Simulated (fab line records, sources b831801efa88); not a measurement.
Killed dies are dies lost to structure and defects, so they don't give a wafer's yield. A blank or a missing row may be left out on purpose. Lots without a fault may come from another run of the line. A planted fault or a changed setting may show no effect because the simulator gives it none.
A struck lot beside a sound one | flow sky130 | 18 steps out of a route of 708
Sound: wafers L988.2, L988.4, L988.6. Struck: wafers L996.2, L996.5, L996.6. The cause comes at the end.
At each step with rows: each side's tool, then ch and its chambers, then its first start. Under that, the readings that differ: sound wafers | struck wafers | difference of the means | sigmas: that difference in standard deviations of wafers without a fault.
alike: readings whose means differ by less than 2 such deviations, and words and numbers that are the same on both sides. not compared: withheld readings, readings that some wafer has no value for, bounds like >300 that may hide the same value, and numbers for which the record gives no deviation and whose values overlap.
The two part at a step that has a row with sigmas, a row that says differs or no value, or rows on one side only. Numbers that don't overlap but have no deviation are shown without sigmas and don't part them. A reading that every wafer of one side lacks parts them only if that side has two wafers or more.

first, 3 steps without rows for these wafers: SKY_SONOS_ONO_WET_ETCH_18 (etches Si3N4 in H3PO4, target depth 15 nm, time 172 s); SKY_GATE_OXIDE_CLEAN_00 (cleans in SC1/SC2, time 150 s); SKY_GATE_OXIDE_OXIDATION_01 (stabilise 600 s, purge 300 s, target thk 10.268 nm).
SKY_GATE_OXIDE_THK_MEAS_02:
  sound on film_metro-01, day 14 14:10; struck on film_metro-04, day 17 15:02
  alike: GATE_OXIDE_OXIDATION_00_THK
then, 7 steps without rows for these wafers: SKY_GATE_OXIDE_DEHYDRATE_03 (time 60 s); SKY_GATE_OXIDE_HMDS_04 (prime time 60 s); SKY_GATE_OXIDE_COAT_05 (resist thk 1140 nm); SKY_GATE_OXIDE_SOFTBAKE_06 (time 60 s); SKY_GATE_OXIDE_EXPOSE_07 (exposes mask LVOM, target cd 600 nm); SKY_GATE_OXIDE_PEB_08; SKY_GATE_OXIDE_DEVELOP_09 (develop time 60 s).
SKY_GATE_OXIDE_OVL_MEAS_10:
  sound on overlay-02, day 15 17:08; struck on overlay-02, day 18 20:05
  reading             | sound         | struck       | difference | sigmas
  GATE_OXIDE_OVL (nm) | -3.2 0.3 -2.2 | 1.8 -0.5 2.0 | +2.8       | +2
SKY_GATE_OXIDE_IMPLANT_11:
  sound on implanter-01 ch 0, day 15 17:11; struck on implanter-04 ch 0, day 18 20:09
then, 1 step without rows for these wafers: SKY_GATE_OXIDE_WET_ETCH_12 (etches SiO2 in dHF, target depth 16.8 nm, time 336 s).
SKY_GATE_OXIDE_STRIP_13: strips in O2/N2.
  sound on plasma_asher-03 ch 0, day 15 17:25; struck on plasma_asher-01 ch 0,1, day 18 20:22
  alike: drypump_motor_current_A, oes_product_au, strip_time_to_endpoint_s
  not compared: rf_hours_counter_h
SKY_GATE_OXIDE_TW_MEAS_14:
  sound on film_metro-02, day 15 17:32; struck on film_metro-02, day 18 20:29
  reading       | sound             | struck            | difference | sigmas
  GATE_OXIDE_TW | 221.7 223.0 222.7 | 211.6 212.1 212.1 | -10.5      | -8
then, 1 step without rows for these wafers: SKY_GATE_OXIDE_CLEAN_15 (cleans in SC1/SC2, time 150 s).
-- the record jumps here: 30 days lie between the struck wafers' starts before and after (it left off in module GATE_OXIDE and takes up again in module PAD_OPEN, whose first step shown is number 708 of the route) --
SKY_PAD_OPEN_PROBE_99:
  sound on prober-02, day 47 05:53; struck on prober-02, day 49 07:05
  reading                                     | sound               | struck               | difference | sigmas
  model.etest.tip_p.rs_ohm_sq                 | 6901 6842 6850      | 7325 7321 7249       | +434       |
  model.etest.tip_p.rs_ohm_sq_range           | 270.4 105.2 153.8   | 452.7 519 483        | +308.4     |
  model.etest.pfet_01v8.r_on_ohm_um           | 2959 2964 2976      | 3210 3104 3163       | +193       |
  model.etest.tip_p.rs_ohm_sq_rim_less_centre | -168.8 -18.41 8.109 | -238.1 -282.9 -282.8 | -208.2     |
  model.etest.nfet_01v8_lvt.drive_ua_um       | 580.7 568 573.4     | 588.3 605.2 612.2    | +27.9      |
  model.etest.nfet_01v8_turned.drive_ua_um    | 514.2 499.4 503.4   | 521.9 529.2 533.9    | +22.7      |
  model.etest.nfet_01v8_swapped.drive_ua_um   | 511.6 499.1 504.7   | 513 530.6 527        | +18        |
  alike: killed_at_M0_to_M3, killed_at_M4_up, killed_at_contacts, killed_at_front_end, killed_at_other, killed_dies, killed_open, killed_short
  not compared: model.etest.nfet_01v8.drive_ua_um

WHERE THEY PART
First at SKY_GATE_OXIDE_OVL_MEAS_10; last, within this record, at SKY_GATE_OXIDE_TW_MEAS_14. Later steps at which nothing parts them and some readings are alike: SKY_PAD_OPEN_PROBE_99.

WHY: what the simulator had put in
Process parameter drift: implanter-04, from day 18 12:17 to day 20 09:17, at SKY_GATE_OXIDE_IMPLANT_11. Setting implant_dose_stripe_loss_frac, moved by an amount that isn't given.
